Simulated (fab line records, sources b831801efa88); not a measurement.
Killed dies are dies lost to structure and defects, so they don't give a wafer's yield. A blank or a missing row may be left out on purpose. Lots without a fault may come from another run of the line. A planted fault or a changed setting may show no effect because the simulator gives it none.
Which tool did it? | flow sky130 | 13 lots, 39 wafers sampled, at 4 steps of a route of 708

WHAT THE GAUGES READ, wafer by wafer
SKY_SD_P_OVL_MEAS_08.
lot  | measured     | on         | SD_P_OVL (nm)
L110 | day 25 05:41 | overlay-01 | -0.9 0.3 -2.2
L111 | day 26 01:11 | overlay-02 | -0.5 0.7 1.8
L112 | day 26 06:23 | overlay-02 | -1.3 -0.4 0.0
L115 | day 27 08:59 | overlay-01 | 1.0 1.0 -0.3
L119 | day 28 17:02 | overlay-01 | -2.0 -3.7 -1.2
L122 | day 29 22:53 | overlay-02 | -0.5 -0.3 -0.2
L123 | day 30 02:32 | overlay-02 | 1.0 0.2 -1.5
L124 | day 30 06:44 | overlay-01 | -2.1 -2.3 -3.0
L126 | day 31 01:50 | overlay-02 | 0.4 -0.8 -1.9
L128 | day 31 11:53 | overlay-01 | 1.0 -0.6 -0.6
L130 | day 32 11:00 | overlay-02 | -0.9 0.1 -0.8
L131 | day 32 20:33 | overlay-01 | 2.2 0.9 1.4
L132 | day 33 02:32 | overlay-02 | -0.3 -0.4 -0.3

SKY_METAL2_RS_MEAS_05: measures by four-point-probe.
lot  | measured     | on            | METAL2_ALCU_RS (ohm/sq)
L110 | day 33 21:14 | film_metro-02 | 0.1272 0.1284 0.1277
L111 | day 34 13:16 | film_metro-02 | 0.1256 0.1251 0.1274
L112 | day 34 19:53 | film_metro-02 | 0.1279 0.1276 0.1266
L115 | day 35 19:08 | film_metro-02 | 0.1299 0.1303 0.1279
L119 | day 37 00:20 | film_metro-01 | 0.1272 0.1280 0.1267
L122 | day 38 02:55 | film_metro-04 | 0.1278 0.1288 0.1268
L123 | day 38 08:14 | film_metro-04 | 0.1267 0.1262 0.1265
L124 | day 38 10:40 | film_metro-02 | 0.1265 0.1291 0.1259
L126 | day 39 04:56 | film_metro-02 | 0.1287 0.1294 0.1281
L128 | day 39 13:07 | film_metro-01 | 0.1267 0.1281 0.1263
L130 | day 40 10:55 | film_metro-01 | 0.1274 0.1248 0.1255
L131 | day 40 20:02 | film_metro-02 | 0.1263 0.1266 0.1269
L132 | day 41 00:19 | film_metro-02 | 0.1263 0.1261 0.1266

WHICH TOOL RAN EACH LOT (tool, then ch and the chambers of the sampled wafers, then the start)
lot  | SKY_PWDE_HMDS_01                 | SKY_METAL2_SPUTTER_03
L110 | litho_track-01 ch 0, day 3 12:32 | pvd_sputter-02, day 33 21:10
L111 | litho_track-03 ch 0, day 3 20:23 | pvd_sputter-02, day 34 13:12
L112 | litho_track-03 ch 0, day 3 21:41 | pvd_sputter-01, day 34 19:49
L115 | litho_track-02 ch 0, day 4 17:01 | pvd_sputter-03, day 35 19:05
L119 | litho_track-03 ch 0, day 5 13:29 | pvd_sputter-03, day 37 00:16
L122 | litho_track-03 ch 0, day 6 07:44 | pvd_sputter-03, day 38 02:51
L123 | litho_track-01 ch 0, day 6 11:20 | pvd_sputter-01, day 38 08:10
L124 | litho_track-02 ch 0, day 6 17:16 | pvd_sputter-01, day 38 10:37
L126 | litho_track-01 ch 0, day 7 05:05 | pvd_sputter-02, day 39 04:52
L128 | litho_track-02 ch 0, day 7 14:55 | pvd_sputter-03, day 39 13:02
L130 | litho_track-02 ch 0, day 8 06:49 | pvd_sputter-03, day 40 10:49
L131 | litho_track-01 ch 0, day 8 12:54 | pvd_sputter-01, day 40 19:58
L132 | litho_track-01 ch 0, day 8 17:56 | pvd_sputter-03, day 41 00:14
- SKY_PWDE_HMDS_01: prime time 60 s.
- SKY_METAL2_SPUTTER_03: material Ti, target thk 5 nm, time 3.3 s.

WHAT THE TOOLS THEMSELVES READ (means of the sampled wafers that have a number; where no wafer has one, the mark that the record gives instead)
SKY_PWDE_HMDS_01.
lot  | tool           | prime_temp_c (C)
L110 | litho_track-01 | 120.04
L111 | litho_track-03 | 120.20
L112 | litho_track-03 | 119.86
L115 | litho_track-02 | 119.73
L119 | litho_track-03 | 118.80
L122 | litho_track-03 | 118.56
L123 | litho_track-01 | 119.92
L124 | litho_track-02 | 120.02
L126 | litho_track-01 | 119.90
L128 | litho_track-02 | 120.04
L130 | litho_track-02 | 120.02
L131 | litho_track-01 | 120.01
L132 | litho_track-01 | 120.13

SKY_METAL2_SPUTTER_03.
lot  | tool           | chamber_pressure_pa (Pa) | throttle_valve_pct (%)
L110 | pvd_sputter-02 | 0.4006                   | 31.2
L111 | pvd_sputter-02 | 0.4005                   | 31.2
L112 | pvd_sputter-01 | 0.4002                   | 30.9
L115 | pvd_sputter-03 | 0.4003                   | 30.3
L119 | pvd_sputter-03 | 0.4011                   | 30.3
L122 | pvd_sputter-03 | 0.3992                   | 29.9
L123 | pvd_sputter-01 | 0.3992                   | 30.4
L124 | pvd_sputter-01 | 0.4002                   | 29.8
L126 | pvd_sputter-02 | 0.3998                   | 30.8
L128 | pvd_sputter-03 | 0.4001                   | 30.2
L130 | pvd_sputter-03 | 0.3993                   | 30.0
L131 | pvd_sputter-01 | 0.3998                   | 30.4
L132 | pvd_sputter-03 | 0.4004                   | 30.3

THE ANSWER, worked out from the rows above alone
Rule: what is usual is taken from the lots themselves. Put in order of their means at a reading, lots are off if they are a third of the lots or fewer, leave a main group of 4 or more, and stand apart from it by a gap of 3 or more times the standard deviation of the main group's means; of several such gaps the widest counts. A main group whose means are all the same, to the digits that the tables above print for the reading, isn't used. A lot without any number at a reading at which 4 lots or more have one is off too. The other lots that the step has rows for count as sound. The gauges are gone through in route order, then the tools' own readings, and for those a lot's mean is taken as printed above. The first step at which some lot is off is used, and at that step the reading that is off furthest; a lot without a number counts as furthest.
Off: L119, L122, at SKY_PWDE_HMDS_01 (prime_temp_c). The main group: mean 119.99 C, standard deviation 0.12.
A tool fits if, at that step or a process step before it, it ran every lot that is off, and no sound lot after the first of them. One fits: litho_track-03 at SKY_PWDE_HMDS_01. Its last sound lot is L112 (day 3 21:41), its first lot that is off L119 (day 5 13:29): a fault that began between those two fits.
The tool's own readings at SKY_PWDE_HMDS_01 bear it out: on the lots that are off they differ by more than 5 times the standard deviation of the sound lots' means. prime_temp_c reads 118.68 C there against 119.99 C on the sound lots.

WHAT THE SIMULATOR HAD PUT IN
Process parameter drift: litho_track-03, from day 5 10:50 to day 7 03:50, at SKY_PWDE_HMDS_01. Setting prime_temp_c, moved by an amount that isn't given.
Lots struck among those shown: L119, L122. The rule above found the same.
